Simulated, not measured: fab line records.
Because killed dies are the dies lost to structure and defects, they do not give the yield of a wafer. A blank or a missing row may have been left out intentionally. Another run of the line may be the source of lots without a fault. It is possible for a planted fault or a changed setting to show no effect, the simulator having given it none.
2 desks, one fault | flow gf180mcu | each desk has only its own numbers; what lay behind them comes last

== AT THE TOOL OWNER'S DESK: cmp-01 ==
The tool's own readings at GF_V4_CMP_26 (polishes, stops on SiO2, t overpolish 15 s, target thk 0 nm): means of the sampled wafers that have a number, for each lot that ran on this tool. If a lot's mean is further than 4 standard deviations from the usual mean, the lot is out of limits and carries the mark OUT (the distance appears in the brackets).
Columns: A = edge_zone_pressure_frac at GF_V4_CMP_26, usual 1.000; B = motor_current_A at GF_V4_CMP_26, usual 10.8 A; C = overpolish_run_s at GF_V4_CMP_26, usual 14.999 s; D = time_to_endpoint_s at GF_V4_CMP_26, usual 84 s
lot  | first seen here | A     | B    | C                        | D
L932 | day 24 17:18    | 0.998 | 9.5  | 15.004                   | 84
L937 | day 26 03:17    | 0.998 | 10.6 | 15.000                   | 82
L944 | day 28 12:09    | 1.001 | 10.0 | 14.995                   | 86
L949 | day 30 03:18    | 1.002 | 9.4  | 10.011 (-99 or more) OUT | 102 (+4.6) OUT
This desk's finding: out of limits on L949; first on L949, day 30 03:18 (overpolish_run_s at GF_V4_CMP_26). Within limits: L932, L937, L944.

== AT THE METROLOGY DESK ==
What the gauges read for every lot (on any tool): the sampled wafers with a number, averaged. If a lot's mean is further than 4 standard deviations from the usual mean, the lot is out of limits and carries the mark OUT (the distance appears in the brackets).
Columns: A = MVSD_OVL at GF_MVSD_OVL_MEAS_07, usual 0.1 nm; B = HV_LDD_CVD_56_THK at GF_HV_LDD_THK_MEAS_57, usual 89.9 nm
lot  | first seen here | A    | B
L932 | day 4 10:38     | 0.8  | 88.2
L933 | day 4 17:05     | 1.3  | 90.1
L934 | day 4 21:19     | -0.4 | 90.6
L935 | day 5 03:02     | -1.9 | 90.2
L936 | day 5 09:34     | -0.0 | 88.8
L937 | day 5 15:59     | -1.4 | 89.9
L938 | day 5 21:44     | -1.7 | 90.0
L939 | day 6 03:08     | 1.5  | 91.4
L944 | day 7 08:38     | -0.5 | 90.7
L949 | day 8 14:53     | 1.9  | 88.2
L953 | day 9 11:53     | 1.3  | 89.5
L954 | day 9 15:53     | -0.3 | 89.7
Result from this desk: across the 12 lots, nothing is out of limits.

== BROUGHT TOGETHER ==
On L949, at day 30 03:18, an alarm was possible from the tool owner's desk.
The metrology desk saw nothing out of limits.
The metrology desk has L949 on record, within its limits.
Every lot named ran GF_V4_CMP_26 on cmp-01.

== WHAT THE SIMULATOR PUT IN ==
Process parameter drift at GF_V4_CMP_26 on cmp-01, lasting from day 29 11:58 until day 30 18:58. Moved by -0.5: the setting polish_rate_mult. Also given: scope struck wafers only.
Lots struck among those shown: L949.
Hours from the fault's start to each desk's first reading out of limits: the tool owner's desk, 15.
